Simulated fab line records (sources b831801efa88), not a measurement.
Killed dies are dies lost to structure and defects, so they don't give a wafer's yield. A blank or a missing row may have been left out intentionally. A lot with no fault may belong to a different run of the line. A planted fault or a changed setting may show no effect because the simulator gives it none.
A lot that was struck, set against a sound lot ; flow sky130 ; 15 out of 708 route steps
Sound: the wafers L768.1, L768.2, L768.5. Struck: wafer L772.3. (L772.1, L772.4 of the same lot were not struck and are left out.) The cause comes at the end.
Each step with rows lists, per side, the tool, then ch with its chambers, then its first start. Under that, the readings that differ: sound wafers ; struck wafers ; difference of the means ; sigmas: that difference in standard deviations of wafers without a fault.
alike: readings whose means differ by less than 2 such deviations, and words and numbers that are the same on both sides. not compared: withheld readings, readings that some wafer has no value for, bounds like >300 that may hide the same value, and numbers for which the record gives no deviation and whose values overlap.
Wherever a step has rows on one side only, a row that says differs or no value, or a row with sigmas, the two part there. Numbers that don't overlap but have no deviation are shown without sigmas and don't part them. A reading missing from all wafers of one side parts the sides only when that side holds two or more wafers.

first, 4 steps without rows for these wafers: SKY_LI_CONTACT_SOFTBAKE_08 (time 90 s); SKY_LI_CONTACT_EXPOSE_09 (exposes mask LICM1, target cd 170 nm); SKY_LI_CONTACT_PEB_10; SKY_LI_CONTACT_DEVELOP_11 (develop time 60 s).
SKY_LI_CONTACT_CD_MEAS_12 targets a cd of 170 nm.
  sound: cd sem-01 at day 30 11:32; struck: cd sem-02 at day 32 06:59
  alike: cd nm
SKY_LI_CONTACT_OVL_MEAS_13:
  sound: overlay-02 at day 30 11:39; struck: overlay-02 at day 32 07:06
  alike: LI_CONTACT_OVL
SKY_LI_CONTACT_ETCH_14: etches BARC in N2/H2, stops on SiO2, time 45.9 s, target depth 60 nm.
  sound on rie diel-01 ch 2,3, day 30 11:41; struck on rie diel-01 ch 2, day 32 07:08
  alike: drypump motor current A, h2 flow sccm, oes product au, throttle valve pct
  not compared: rf hours counter h
SKY_LI_CONTACT_ETCH_15: etches PSG in C4F8/O2/Ar, stops on Si, target depth 600 nm.
  sound on rie diel-01 ch 2,3, day 30 11:44; struck on rie diel-01 ch 2, day 32 07:11
  alike: oes product au
SKY_LI_CONTACT_STRIP_16: strips in O2/N2.
  sound on plasma asher-03 ch 0,1, day 30 11:49; struck on plasma asher-01 ch 1, day 32 07:16
  alike: drypump motor current A, oes product au, strip time to endpoint s
  not compared: rf hours counter h
then, 2 steps without rows for these wafers: SKY_LI_CONTACT_CLEAN_17 (cleans in NMP, time 600 s); SKY_LI_CONTACT_PRE_CLEAN_18 (time 5.6 s).
SKY_LI_CONTACT_SPUTTER_19: material Ti, target thk 20 nm, time 101.8 s.
  sound: pvd sputter-02 at day 30 12:07; struck: pvd sputter-02 at day 32 07:34
  alike: throttle valve pct
SKY_LI_CONTACT_SPUTTER_20: material TiN, target thk 20 nm, time 80 s.
  sound: pvd sputter-02 at day 30 12:12; struck: pvd sputter-02 at day 32 07:38
reading;sound;struck;difference;sigmas
model.TiN_of_LI_CONTACT_SPUTTER_20.thk nm (nm);19.73 20.36 20.07;31.58;+11.53;
  alike: throttle valve pct
SKY_LI_CONTACT_CVD_21: deposits W, target thk 400 nm, time 120.56 s.
  sound on cvd w-01 ch 0,1, day 30 12:16; struck on cvd w-02 ch 0, day 32 07:41
  alike: heater power w
-- the record jumps here: 16 days lie between the struck wafers' starts before and after (it left off in module LI_CONTACT and takes up again in module PAD_OPEN, whose first step shown is number 708 of the route) --
SKY_PAD_OPEN_PROBE_99:
  sound: prober-02 at day 46 16:09; struck: prober-02 at day 48 03:21
reading;sound;struck;difference;sigmas
model.etest.licon ndiff.rc ohm;176.1 181.6 183.8;190.2;+9.7;
  alike: killed_at_M0_to_M3, killed_at_M4_up, killed at contacts, killed at front end, killed at other, killed dies, killed on rim, killed open, killed short

WHERE THEY PART
Nowhere in this record.

WHY: whatever the simulator had introduced
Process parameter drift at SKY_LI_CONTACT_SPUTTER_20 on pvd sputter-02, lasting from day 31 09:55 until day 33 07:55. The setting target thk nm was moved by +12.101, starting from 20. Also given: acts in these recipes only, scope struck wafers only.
